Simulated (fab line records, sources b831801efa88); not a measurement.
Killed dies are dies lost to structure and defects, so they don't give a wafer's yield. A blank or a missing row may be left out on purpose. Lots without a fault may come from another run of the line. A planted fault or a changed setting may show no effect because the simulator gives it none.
Chamber matching | flow sky130 | SKY_CONTACT_CMP_04 on cmp-02: 4 sister chambers
The step polishes SiO2. 8 wafers are shown with their chamber, then 9 later ones without.

WAFERS WITH THEIR CHAMBER
wafer  | chamber | motor_current_A (A) | time_to_endpoint_s (s)
L861.2 | 1       | 11.9                | 85
L877.1 | 0       | 11.5                | 86
L878.2 | 0       | 10.0                | 85
L878.4 | 3       | 11.0                | 86
L879.2 | 1       | 12.1                | 84
L880.1 | 2       | 9.9                 | 88
L880.3 | 3       | 11.1                | 80
L880.5 | 2       | 10.3                | 87

WAFERS WITHOUT THEIR CHAMBER
wafer  | motor_current_A (A) | time_to_endpoint_s (s)
L881.3 | 10.2                | 81
L881.4 | 10.9                | 81
L881.6 | 10.3                | 85
L882.2 | 9.6                 | 89
L882.3 | 11.1                | 80
L882.5 | 10.3                | 83
L883.4 | 10.1                | 86
L883.5 | 10.8                | 85
L883.6 | 10.2                | 80

WHICH CHAMBER EACH WENT THROUGH
wafer  | from the rows above               | in truth
L881.3 | can't be placed: 3 or 0 or 2 or 1 | 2
L881.4 | can't be placed: 3 or 0 or 1      | 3
L881.6 | can't be placed: 0 or 2 or 3      | 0
L882.2 | can't be placed: 2 or 0           | 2
L882.3 | can't be placed: 3 or 0 or 1      | 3
L882.5 | can't be placed: 3 or 0 or 2 or 1 | 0
L883.4 | can't be placed: 2 or 0 or 3      | 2
L883.5 | can't be placed: 0 or 3 or 2 or 1 | 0
L883.6 | can't be placed: 3 or 0 or 2 or 1 | 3
Placed correctly: 0 of 9. Can't be placed from these rows: 9 (the true chamber is among the candidates in 9). Placed wrongly: 0.
How it was worked out, from the rows above alone: a wafer's distance from a chamber is the root of the sum, over the readings, of the square of ((its reading less the chamber's mean) divided by the reading's scatter). The wafer belongs to the nearest chamber; if the next one is less than 2 further off, it can't be placed. A chamber's mean is the mean of its shown wafers. The scatter: the root of (the sum of the squares of (reading less its chamber's mean) over the shown wafers, divided by (wafers less chambers)).
